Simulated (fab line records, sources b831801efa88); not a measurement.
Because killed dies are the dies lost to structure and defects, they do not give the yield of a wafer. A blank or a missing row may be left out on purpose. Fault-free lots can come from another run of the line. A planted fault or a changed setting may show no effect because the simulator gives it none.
Split-lot study | flow sky130 | route with 708 steps; 5 lots, 23 wafers read

== SPLIT DETAILS ==
At SKY_VT_ADJUST_HVTR_COAT_02 (resist thk 1140 nm), the setting spin rpm was moved away from the recipe's 3000 rpm on 8 of the 23 wafers read, by -6.5% to +6.7%. All remaining wafers had this setting at the recipe value.

Reading taken at the split's own step.

== THE READING ==
NOVOLAK_of_VT_ADJUST_HVTR_COAT_02.thk nm (the simulator's own value, which no gauge read), in nm, at SKY_VT_ADJUST_HVTR_COAT_02 (resist thk 1140 nm). The file gives no usual value for it. Average 1140 nm, standard deviation 1.8 nm, over the 15 wafers here run with the recipe.

wafer  | tool, chamber at the split | spin rpm as run, rpm | against the recipe | NOVOLAK_of_VT_ADJUST_HVTR_COAT_02.thk nm, nm | against lot-mates on the recipe
L076.2 | litho track-03, 0          | 3000                 | recipe             | 1138                                         | -
L076.4 | litho track-03, 0          | 3000                 | recipe             | 1139                                         | -
L076.5 | litho track-03, 0          | 3000                 | recipe             | 1141                                         | -
L077.1 | litho track-04, 0          | 3081                 | +2.7%              | 1122                                         | -17
L077.4 | litho track-04, 0          | 3081                 | +2.7%              | 1122                                         | -17
L077.6 | litho track-04, 0          | 3081                 | +2.7%              | 1122                                         | -17
L077.2 | litho track-04, 0          | 3000                 | recipe             | 1140                                         | -
L077.5 | litho track-04, 0          | 3000                 | recipe             | 1138                                         | -
L082.1 | litho track-04, 0          | 3000                 | recipe             | 1140                                         | -
L082.2 | litho track-04, 0          | 3201                 | +6.7%              | 1102                                         | -36
L082.3 | litho track-04, 0          | 3201                 | +6.7%              | 1103                                         | -35
L082.4 | litho track-04, 0          | 3000                 | recipe             | 1135                                         | -
L082.6 | litho track-04, 0          | 3000                 | recipe             | 1139                                         | -
L083.1 | litho track-02, 0          | 3000                 | recipe             | 1142                                         | -
L083.2 | litho track-02, 0          | 3000                 | recipe             | 1143                                         | -
L083.3 | litho track-02, 0          | 3000                 | recipe             | 1141                                         | -
L083.4 | litho track-02, 0          | 3000                 | recipe             | 1141                                         | -
L083.6 | litho track-02, 0          | 3000                 | recipe             | 1140                                         | -
L084.1 | litho track-02, 0          | 3000                 | recipe             | 1139                                         | -
L084.2 | litho track-02, 0          | 2804                 | -6.5%              | 1179                                         | +40
L084.6 | litho track-02, 0          | 2804                 | -6.5%              | 1179                                         | +40
L084.3 | litho track-02, 0          | 2804                 | -6.5%              | 1178                                         | +38
L084.5 | litho track-02, 0          | 3000                 | recipe             | 1140                                         | -

FIT RESULTS
A straight line over all 23 wafers: NOVOLAK_of_VT_ADJUST_HVTR_COAT_02.thk nm changes by -5.86 nm for each +1% of spin rpm; r = -1.00; the points scatter about the line by 1.9 nm.
The same after taking each lot's own level away (the mean of its wafers on the recipe; 23 wafers): -5.76 nm for each +1%; r = -1.00; scatter 1.7 nm.
That fit puts the effect of the largest move of spin rpm on the reading at 39 nm.
The lots' own levels span 1138.0 to 1141.4 nm, that is 1.8 times the standard deviation above.
The two slopes agree, so the slope changes little with the lot-to-lot level.
Check: for one of the wafers moved furthest among these (+6.7%), held out of the fit, the line's prediction against its lot-mates is -39 nm. Against them it came out at -36 nm.

== FURTHER SPLITS ON THESE WAFERS ==
Before the reading, these wafers also passed through other splits. Each is held against what the fit with the lots' levels taken away leaves over:
other split on the same wafers        | wafers away from the commonest value | r with NOVOLAK_of_VT_ADJUST_HVTR_COAT_02.thk nm (lot level and that fit taken away)
SKY_VT_ADJUST_NCORE_EXPOSE_04 dose mj | 8                                    | +0.08

== THE WHOLE CHAIN: every reading that the file lists as answering this split, in the file's order ==
step                        | what it does       | reading                                                                                   | change (the file's fit)              | r (the file's)
SKY_VT_ADJUST_HVTR_COAT_02  | resist thk 1140 nm | NOVOLAK_of_VT_ADJUST_HVTR_COAT_02.thk nm (the simulator's own value, which no gauge read) | -5.65 nm for each +1% of the setting | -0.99
SKY_VT_ADJUST_HVTR_STRIP_10 | strips in O2/N2    | strip time to endpoint s                                                                  | withheld for each +1% of the setting | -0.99

== THE FILE'S OWN FIT ==
NOVOLAK_of_VT_ADJUST_HVTR_COAT_02.thk nm changes by -5.65 nm for each +1% of spin rpm, r = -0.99.
